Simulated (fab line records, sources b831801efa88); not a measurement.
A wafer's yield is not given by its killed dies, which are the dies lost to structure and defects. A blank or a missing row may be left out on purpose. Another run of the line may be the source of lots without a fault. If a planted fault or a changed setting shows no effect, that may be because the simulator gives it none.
Problem report in the 8D (eight disciplines) form, filled by code :: flow sky130 :: the parts of the form that need people (team, actions taken, sign-off) are left out

1. PROBLEM STATEMENT
Across 6 wafers from 2 lots, SD_N_RS at SKY_SD_N_RS_MEAS_16 averages 72.32 ohm/sq, while fault-free wafers read 68.55 ohm/sq with a standard deviation of 0.11. Relative to the usual mean, that is a shift of +34 standard deviations.
The step: measures by four-point-probe.
Seen first at day 33 03:36 on film metro-01, wafer L870.2. At this step, 36 wafers from 12 lots have a number in the record. By rule, "out" or "out of limits" means more than 4 standard deviations away from the usual mean. The other wafers with a number count as sound.

2. WHAT IT IS AND WHAT IT IS NOT
question: which readings at this step
is: SD_N_RS
is not: -

question: which lots
is: L870, L872
is not: L855, L856, L860, L861, L862, L863, L864, L869, L871, L877

question: which wafers of those lots
is: all that have a number
is not: -

question: read on which gauges
is: film metro-01, film metro-04
is not: film metro-02

question: when
is: from day 33 03:36
is not: up to then (24 sound wafers); but 6 sound wafers of L871, L877 came after

3. SUSPECTS, AND WHAT RULES EACH OUT
Counting: a tool stays on the suspect list if, at a process step up to the reading, it processed all lots that are out and no sound lot following the first of them.
- the gauge at SKY_SD_N_RS_MEAS_16: ruled out. The wafers that are out were read on 2 gauges (film metro-01, film metro-04).
- rtp anneal-01 at SKY_SD_N_RTA_14 (time 2 s): kept. It ran every lot that is out, first L870 (day 33 03:25), and no sound lot after that; its last sound lot up to then is L864 (day 30 22:24). Out on those wafers are its own readings of lamp power pct.
The count leaves rtp anneal-01 at SKY_SD_N_RTA_14.

4. THE CAUSE (what the simulator had put in)
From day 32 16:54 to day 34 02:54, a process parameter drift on rtp anneal-01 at SKY_SD_N_RTA_14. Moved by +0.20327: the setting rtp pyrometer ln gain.
Counting left only this tool.

5. SEQUENCE OF EFFECTS, ordered by route
Each row: a reading whose mean over the struck wafers that have a number lies more than 3 standard deviations from the usual. Only readings for which the record gives a usual standard deviation are gone through. hours: the time from each lot's start at the first step in this table that gives one to its start at this step, as a median over the lots. sigmas: the change in usual standard deviations.
hours: 0
step: SKY_SD_N_RTA_14
reading: lamp power pct
usual: 15.74 %
on struck wafers: 14.93
change: -0.81
sigmas: -16

hours: 0
step: SKY_SD_N_RS_MEAS_16
reading: SD_N_RS
usual: 68.55 ohm/sq
on struck wafers: 72.32
change: +3.77
sigmas: +34

hours: 0
step: SKY_SD_N_RS_MEAS_17
reading: SD_P_RS
usual: 147.1 ohm/sq
on struck wafers: 168.3
change: +21.2
sigmas: +64
The process steps in it:
- SKY_SD_N_RTA_14: time 2 s.

6. HOW IT WOULD HAVE BEEN CAUGHT EARLIER
In this record the first reading out of limits at a measuring or inspecting step was taken at day 33 03:36, 11 hours after the fault began at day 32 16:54.
Tool's own readings at SKY_SD_N_RTA_14, lamp power pct: out on all struck wafers the step has rows for; an alarm limit on them would have tripped on the first.
L872, from the lots that are out (2), started SKY_SD_N_RTA_14 on rtp anneal-01 later than day 33 03:36. A tool hold placed at that time would have kept it from harm.
